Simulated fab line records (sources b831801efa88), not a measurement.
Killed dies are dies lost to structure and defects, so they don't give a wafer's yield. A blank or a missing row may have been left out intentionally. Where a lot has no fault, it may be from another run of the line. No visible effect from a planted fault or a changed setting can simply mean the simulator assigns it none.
fab line records ; flow sky130
record: lots: 14; wafers: 42; last_day: 50
route steps=708 shown FIELD_ISO@26 VT_ADJUST_PCH@153 SONOS_ONO@172 LDD_P@266
lots that met no fault: taken from a fault-free run of the same line
start_h: start of the lot's first displayed wafer, in hours after the record's first day ; wait_h: hours elapsed since this lot's preceding step ; " repeats the value in the row above ; L1.1+2: one row covering several wafers at once ; - no value, or no start was given ; * or withheld: withheld ; < > ~ a bound
route shown NAME@n: a module of which the file shows steps, and the number in the route of the first ; usual: mean/standard deviation taken from wafers without a fault ; same: alike in all rows ; chamber/n: place in a boat ; sites: per-site readings ; _std_site: their standard deviation ; _edge_site: outer sites' mean less inner sites' ; radius_mm: for every site, how far away it sits from the centre of the wafer ; mask NAME#n: copy n ; behind: tool/chamber where the wafer was last shaped ; hold: why the lot was held/for how many hours/how that ended ; device: names the non-switching transistor (n, p or np) ; end of line: the tests these same wafers got at the end of their route ; a step without rows: its recipe alone ; killed: not the wafer's yield, but the dies lost to structure and defects at the first sort ; map: the dies of a wafer, with x for killed, . for not killed, _ for no die there
set.NAME: setting as actually run; set.NAME@STEP: the setting as run at that earlier step ; model.NAME: the simulator's own value behind a step, which no gauge read
a sample of lots followed through the steps of the route, with each step as a table and each wafer as a row
services: a tool's chamber out of use, with start hour (start_h, from the record's first day; less than 0 if before it), hours out, and reason
== steps ==
step: SKY_FIELD_ISO_THK_MEAS_25
recipe: reads: SiO2_of_FIELD_ISO_CVD_24
usual: FIELD_ISO_CVD_24_THK: 593/5.2
lot.wafer;tool;chamber;start_h;wait_h;FIELD_ISO_CVD_24_THK[nm]
L804.3;film_metro-03;-;36.28;0.1;587
L804.4;film_metro-03;-;36.28;0.1;591
L804.6;film_metro-03;-;36.28;0.1;594
L805.1;film_metro-01;-;42.35;0.0;595
L805.5;film_metro-01;-;42.35;0.0;594
L805.6;film_metro-01;-;42.35;0.0;596
L806.2;film_metro-03;-;46.47;0.0;596
L806.3;film_metro-03;-;46.47;0.0;597
L806.4;film_metro-03;-;46.47;0.0;594
L807.2;film_metro-04;-;53.01;0.0;590
L807.3;film_metro-04;-;53.01;0.0;598
L807.5;film_metro-04;-;53.01;0.0;592
L808.2;film_metro-04;-;57.95;0.0;604
L808.3;film_metro-04;-;57.95;0.0;596
L808.5;film_metro-04;-;57.95;0.0;603
L809.2;film_metro-04;-;65.90;0.0;586
L809.3;film_metro-04;-;65.90;0.0;589
L809.6;film_metro-04;-;65.90;0.0;590
L810.1;film_metro-01;-;70.51;0.0;596
L810.5;film_metro-01;-;70.51;0.0;592
L810.6;film_metro-01;-;70.51;0.0;598
L811.2;film_metro-04;-;75.63;0.0;600
L811.3;film_metro-04;-;75.63;0.0;600
L811.5;film_metro-04;-;75.63;0.0;594
L815.1;film_metro-03;-;95.79;0.0;591
L815.2;film_metro-03;-;95.79;0.0;595
L815.4;film_metro-03;-;95.79;0.0;598
L816.4;film_metro-01;-;101.82;0.0;590
L816.5;film_metro-01;-;101.82;0.0;595
L816.6;film_metro-01;-;101.82;0.0;587
L817.1;film_metro-04;-;107.39;0.0;584
L817.2;film_metro-04;-;107.39;0.0;591
L817.3;film_metro-04;-;107.39;0.0;595
L818.1;film_metro-01;-;111.51;0.0;594
L818.3;film_metro-01;-;111.51;0.0;594
L818.6;film_metro-01;-;111.51;0.0;598
L819.2;film_metro-04;-;116.64;0.0;596
L819.4;film_metro-04;-;116.64;0.0;594
L819.5;film_metro-04;-;116.64;0.0;591
L826.2;film_metro-01;-;150.25;0.0;595
L826.3;film_metro-01;-;150.25;0.0;592
L826.5;film_metro-01;-;150.25;0.0;598
step: SKY_VT_ADJUST_PCH_TW_MEAS_10
usual: VT_ADJUST_PCH_TW: 142.5/0.62
lot.wafer;tool;chamber;start_h;wait_h;VT_ADJUST_PCH_TW
L804.3;film_metro-03;-;227.52;0.1;142.6
L804.4;film_metro-03;-;227.52;0.1;141.9
L804.6;film_metro-03;-;227.52;0.1;142.5
L805.1;film_metro-03;-;238.18;0.1;143.1
L805.5;film_metro-03;-;238.18;0.1;141.9
L805.6;film_metro-03;-;238.18;0.1;141.8
L806.2;film_metro-03;-;244.72;0.1;142.2
L806.3;film_metro-03;-;244.72;0.1;142.1
L806.4;film_metro-03;-;244.72;0.1;143.0
L807.2;film_metro-01;-;249.77;0.1;144.1
L807.3;film_metro-01;-;249.77;0.1;144.0
L807.5;film_metro-01;-;249.77;0.1;143.6
L808.2;film_metro-02;-;267.86;0.1;143.2
L808.3;film_metro-02;-;267.86;0.1;142.6
L808.5;film_metro-02;-;267.86;0.1;142.5
L809.2;film_metro-01;-;277.58;0.1;142.5
L809.3;film_metro-01;-;277.58;0.1;143.0
L809.6;film_metro-01;-;277.58;0.1;142.1
L810.1;film_metro-01;-;281.05;0.1;142.4
L810.5;film_metro-01;-;281.05;0.1;142.9
L810.6;film_metro-01;-;281.05;0.1;141.3
L811.2;film_metro-02;-;289.42;0.1;143.6
L811.3;film_metro-02;-;289.42;0.1;142.3
L811.5;film_metro-02;-;289.42;0.1;143.2
L815.1;film_metro-03;-;320.97;0.1;142.2
L815.2;film_metro-03;-;320.97;0.1;142.0
L815.4;film_metro-03;-;320.97;0.1;142.4
L816.4;film_metro-01;-;325.88;0.1;142.6
L816.5;film_metro-01;-;325.88;0.1;143.3
L816.6;film_metro-01;-;325.88;0.1;142.8
L817.1;film_metro-02;-;334.87;0.1;142.2
L817.2;film_metro-02;-;334.87;0.1;143.0
L817.3;film_metro-02;-;334.87;0.1;142.8
L818.1;film_metro-03;-;344.20;0.1;142.4
L818.3;film_metro-03;-;344.20;0.1;142.2
L818.6;film_metro-03;-;344.20;0.1;142.4
L819.2;film_metro-03;-;349.18;0.1;141.7
L819.4;film_metro-03;-;349.18;0.1;141.6
L819.5;film_metro-03;-;349.18;0.1;142.3
L826.2;film_metro-01;-;402.51;0.1;143.4
L826.3;film_metro-01;-;402.51;0.1;143.8
L826.5;film_metro-01;-;402.51;0.1;142.8
step: SKY_SONOS_ONO_CVD_04
recipe: material: SiO2; precursor: SiH4/N2O; target_thk_nm: 5.7199; temp_c: 900; pressure_mtorr: 400
usual: zone_power_upper_pct: 18.7/0.34
lot.wafer;tool;chamber;start_h;wait_h;zone_power_upper_pct
L804.3;lpcvd-03;1;257.68;0.0;18.3
L804.4;lpcvd-03;1;257.68;0.0;19.1
L804.6;lpcvd-03;1;257.68;0.0;18.6
L805.1;lpcvd-03;0;268.76;0.1;18.9
L805.5;lpcvd-03;0;268.76;0.1;18.8
L805.6;lpcvd-03;0;268.76;0.1;19.2
L806.2;lpcvd-03;0;274.16;0.0;19.1
L806.3;lpcvd-03;0;274.16;0.0;19.1
L806.4;lpcvd-03;0;274.16;0.0;18.9
L807.2;lpcvd-03;1;276.99;0.0;18.7
L807.3;lpcvd-03;1;276.99;0.0;18.5
L807.5;lpcvd-03;1;276.99;0.0;18.3
L808.2;lpcvd-03;1;299.45;0.0;18.7
L808.3;lpcvd-03;1;299.45;0.0;18.6
L808.5;lpcvd-03;1;299.45;0.0;18.4
L809.2;lpcvd-03;0;306.62;0.0;19.0
L809.3;lpcvd-03;0;306.62;0.0;19.1
L809.6;lpcvd-03;0;306.62;0.0;19.1
L810.1;lpcvd-03;1;312.85;0.1;18.7
L810.5;lpcvd-03;1;312.85;0.1;18.5
L810.6;lpcvd-03;1;312.85;0.1;18.5
L811.2;lpcvd-03;1;319.80;0.0;18.2
L811.3;lpcvd-03;1;319.80;0.0;18.6
L811.5;lpcvd-03;1;319.80;0.0;18.6
L815.1;lpcvd-03;1;351.66;0.1;18.3
L815.2;lpcvd-03;1;351.66;0.1;18.6
L815.4;lpcvd-03;1;351.66;0.1;18.5
L816.4;lpcvd-03;0;357.63;0.0;19.2
L816.5;lpcvd-03;0;357.63;0.0;18.7
L816.6;lpcvd-03;0;357.63;0.0;19.1
L817.1;lpcvd-03;0;366.25;0.1;19.2
L817.2;lpcvd-03;0;366.25;0.1;19.2
L817.3;lpcvd-03;0;366.25;0.1;18.9
L818.1;lpcvd-03;1;375.65;0.1;18.2
L818.3;lpcvd-03;1;375.65;0.1;18.3
L818.6;lpcvd-03;1;375.65;0.1;18.5
L819.2;lpcvd-03;0;380.34;0.0;18.9
L819.4;lpcvd-03;0;380.34;0.0;18.8
L819.5;lpcvd-03;0;380.34;0.0;19.3
L826.2;lpcvd-03;1;437.50;0.0;18.4
L826.3;lpcvd-03;1;437.50;0.0;18.6
L826.5;lpcvd-03;1;437.50;0.0;18.8
step: SKY_SONOS_ONO_THK_MEAS_05
recipe: reads: SiO2_of_SONOS_ONO_CVD_04
usual: SONOS_ONO_CVD_04_THK: 5.73/0.1
lot.wafer;tool;chamber;start_h;wait_h;SONOS_ONO_CVD_04_THK[nm]
L804.3;film_metro-03;-;258.95;0.0;5.70
L804.4;film_metro-03;-;258.95;0.0;5.73
L804.6;film_metro-03;-;258.95;0.0;5.62
L805.1;film_metro-01;-;270.01;0.0;5.65
L805.5;film_metro-01;-;270.01;0.0;5.58
L805.6;film_metro-01;-;270.01;0.0;5.57
L806.2;film_metro-03;-;275.42;0.0;5.65
L806.3;film_metro-03;-;275.42;0.0;5.73
L806.4;film_metro-03;-;275.42;0.0;5.59
L807.2;film_metro-01;-;278.25;0.0;5.85
L807.3;film_metro-01;-;278.25;0.0;5.91
L807.5;film_metro-01;-;278.25;0.0;5.83
L808.2;film_metro-04;-;300.71;0.0;5.85
L808.3;film_metro-04;-;300.71;0.0;5.87
L808.5;film_metro-04;-;300.71;0.0;5.87
L809.2;film_metro-01;-;307.88;0.0;5.72
L809.3;film_metro-01;-;307.88;0.0;5.75
L809.6;film_metro-01;-;307.88;0.0;5.74
L810.1;film_metro-03;-;314.10;0.0;5.87
L810.5;film_metro-03;-;314.10;0.0;5.93
L810.6;film_metro-03;-;314.10;0.0;5.86
L811.2;film_metro-03;-;321.69;0.0;5.91
L811.3;film_metro-03;-;321.69;0.0;5.91
L811.5;film_metro-03;-;321.69;0.0;5.86
L815.1;film_metro-04;-;352.91;0.0;5.75
L815.2;film_metro-04;-;352.91;0.0;5.59
L815.4;film_metro-04;-;352.91;0.0;5.69
L816.4;film_metro-01;-;358.91;0.0;5.68
L816.5;film_metro-01;-;358.91;0.0;5.66
L816.6;film_metro-01;-;358.91;0.0;5.67
L817.1;film_metro-01;-;367.50;0.0;8.30
L817.2;film_metro-01;-;367.50;0.0;8.29
L817.3;film_metro-01;-;367.50;0.0;8.36
L818.1;film_metro-04;-;376.90;0.0;8.28
L818.3;film_metro-04;-;376.90;0.0;8.22
L818.6;film_metro-04;-;376.90;0.0;8.19
L819.2;film_metro-01;-;381.60;0.0;8.34
L819.4;film_metro-01;-;381.60;0.0;8.35
L819.5;film_metro-01;-;381.60;0.0;8.36
L826.2;film_metro-01;-;438.76;0.0;5.83
L826.3;film_metro-01;-;438.76;0.0;5.81
L826.5;film_metro-01;-;438.76;0.0;5.66
step: SKY_LDD_P_TW_MEAS_11
usual: LDD_P_TW: 632/3.5
lot.wafer;tool;chamber;start_h;wait_h;LDD_P_TW
L804.3;film_metro-04;-;433.43;0.1;626
L804.4;film_metro-04;-;433.43;0.1;625
L804.6;film_metro-04;-;433.43;0.1;622
L805.1;film_metro-04;-;449.07;0.1;629
L805.5;film_metro-04;-;449.07;0.1;626
L805.6;film_metro-04;-;449.07;0.1;624
L806.2;film_metro-03;-;458.30;0.1;636
L806.3;film_metro-03;-;458.30;0.1;634
L806.4;film_metro-03;-;458.30;0.1;634
L807.2;film_metro-02;-;461.32;0.1;629
L807.3;film_metro-02;-;461.32;0.1;633
L807.5;film_metro-02;-;461.32;0.1;631
L808.2;film_metro-02;-;486.68;0.1;632
L808.3;film_metro-02;-;486.68;0.1;631
L808.5;film_metro-02;-;486.68;0.1;629
L809.2;film_metro-03;-;497.58;0.1;637
L809.3;film_metro-03;-;497.58;0.1;635
L809.6;film_metro-03;-;497.58;0.1;637
L810.1;film_metro-02;-;503.26;0.1;636
L810.5;film_metro-02;-;503.26;0.1;630
L810.6;film_metro-02;-;503.26;0.1;632
L811.2;film_metro-03;-;512.48;0.1;636
L811.3;film_metro-03;-;512.48;0.1;637
L811.5;film_metro-03;-;512.48;0.1;637
L815.1;film_metro-02;-;545.76;0.1;634
L815.2;film_metro-02;-;545.76;0.1;632
L815.4;film_metro-02;-;545.76;0.1;631
L816.4;film_metro-02;-;551.70;0.1;638
L816.5;film_metro-02;-;551.70;0.1;632
L816.6;film_metro-02;-;551.70;0.1;638
L817.1;film_metro-03;-;561.94;0.1;633
L817.2;film_metro-03;-;561.94;0.1;636
L817.3;film_metro-03;-;561.94;0.1;635
L818.1;film_metro-03;-;570.92;0.1;636
L818.3;film_metro-03;-;570.92;0.1;632
L818.6;film_metro-03;-;570.92;0.1;632
L819.2;film_metro-03;-;575.73;0.1;633
L819.4;film_metro-03;-;575.73;0.1;633
L819.5;film_metro-03;-;575.73;0.1;632
L826.2;film_metro-03;-;630.50;0.1;635
L826.3;film_metro-03;-;630.50;0.1;631
L826.5;film_metro-03;-;630.50;0.1;634
== services ==
tool;chamber;start_h;hours;kind
lpcvd-03;-;283.63;2.4;repair
== key ==
first_sign: step: SKY_SONOS_ONO_THK_MEAS_05; reading: SONOS_ONO_CVD_04_THK; direction: up; sigmas: 25; usual: 5.73; struck: 8.30
effect none on later readings
met_at SKY_SONOS_ONO_CVD_04
struck_lots L817,L818,L819
tester_left_out L817,L818,L819
not_acting_at SKY_FIELD_ISO_THK_MEAS_25,SKY_VT_ADJUST_PCH_TW_MEAS_10,SKY_LDD_P_TW_MEAS_11
onset_between 357.63 366.25
fault: kind: process_parameter_drift; tool: lpcvd-03; chamber: -; onset_h: 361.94; steps: SKY_SONOS_ONO_CVD_04; channel: target_thk_nm; offset: 2.6608; shape: step; end_h: 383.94; stated: 5.7199
tester_left_out: of these lots the tester's yield and bins aren't shown, on N5 and GAA mostly nor the transistor test; their killed dies are dies lost to structure and defects alone, not to doping, threshold or leakage, so they don't give the yield
